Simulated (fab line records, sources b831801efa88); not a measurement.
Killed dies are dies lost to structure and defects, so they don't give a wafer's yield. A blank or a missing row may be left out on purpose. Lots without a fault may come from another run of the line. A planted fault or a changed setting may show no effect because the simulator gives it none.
One fault seen from 2 desks | flow gf180mcu | each desk has only its own numbers; what lay behind them comes last

THE TOOL OWNER'S DESK: krf_scanner-02
The tool's own readings at GF_M4_EXPOSE_11 (exposes mask Metal4, target cd 280 nm): means of the sampled wafers that have a number, for each lot that ran on this tool. A lot is out of limits, marked OUT, if its mean lies more than 4 standard deviations from the usual mean; the brackets give that distance.
Columns: A = reticle_temp_C at GF_M4_EXPOSE_11, usual 22.99 C
lot  | first seen here | A
L191 | day 23 06:34    | 22.92
L194 | day 24 11:23    | 23.04
L199 | day 26 05:08    | 22.98
L201 | day 27 00:35    | 23.07
L204 | day 27 17:24    | 22.98
L206 | day 28 03:11    | 22.92
L207 | day 28 12:09    | 22.93
This desk's finding: nothing out of limits on any of the 7 lots.

THE METROLOGY DESK
What the gauges read, lot by lot, whatever tool the lot ran on: means of the sampled wafers that have a number. A lot is out of limits, marked OUT, if its mean lies more than 4 standard deviations from the usual mean; the brackets give that distance.
Columns: A = M4_ALCU_THK at GF_M4_THK_MEAS_06, usual 450 nm; B = cd_nm at GF_M4_CD_MEAS_14, usual 280.1 nm
lot  | first seen here | A   | B
L191 | day 22 19:08    | 452 | 278.4
L193 | day 23 17:19    | 450 | 280.8
L194 | day 23 23:58    | 451 | 280.3
L199 | day 25 18:25    | 456 | 279.4
L201 | day 26 13:44    | 436 | 281.7
L203 | day 26 21:44    | 452 | 280.4
L204 | day 27 07:41    | 450 | 280.7
L205 | day 27 12:47    | 445 | 279.8
L206 | day 27 17:02    | 446 | 279.5
L207 | day 28 03:05    | 450 | 257.3 (-23) OUT
L211 | day 29 07:08    | 452 | 280.0
L212 | day 29 09:27    | 447 | 280.7
L213 | day 29 23:29    | 453 | 279.3
This desk's finding: out of limits on L207; first on L207, day 28 21:30 (cd_nm at GF_M4_CD_MEAS_14). In limits: L191, L193, L194, L199, L201, L203, L204, L205, L206, L211, L212, L213.

PUT TOGETHER
The metrology desk could have raised an alarm at day 28 21:30, on L207.
The tool owner's desk saw nothing out of limits.
The tool owner's desk has L207 on record, within its limits.
Of the lots named, all ran GF_M4_EXPOSE_11 on krf_scanner-02.

WHAT THE SIMULATOR HAD PUT IN
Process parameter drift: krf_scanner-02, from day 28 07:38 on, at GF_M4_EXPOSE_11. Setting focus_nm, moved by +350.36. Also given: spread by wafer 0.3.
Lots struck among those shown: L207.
Hours from the fault's start to each desk's first reading out of limits: the metrology desk, 14.
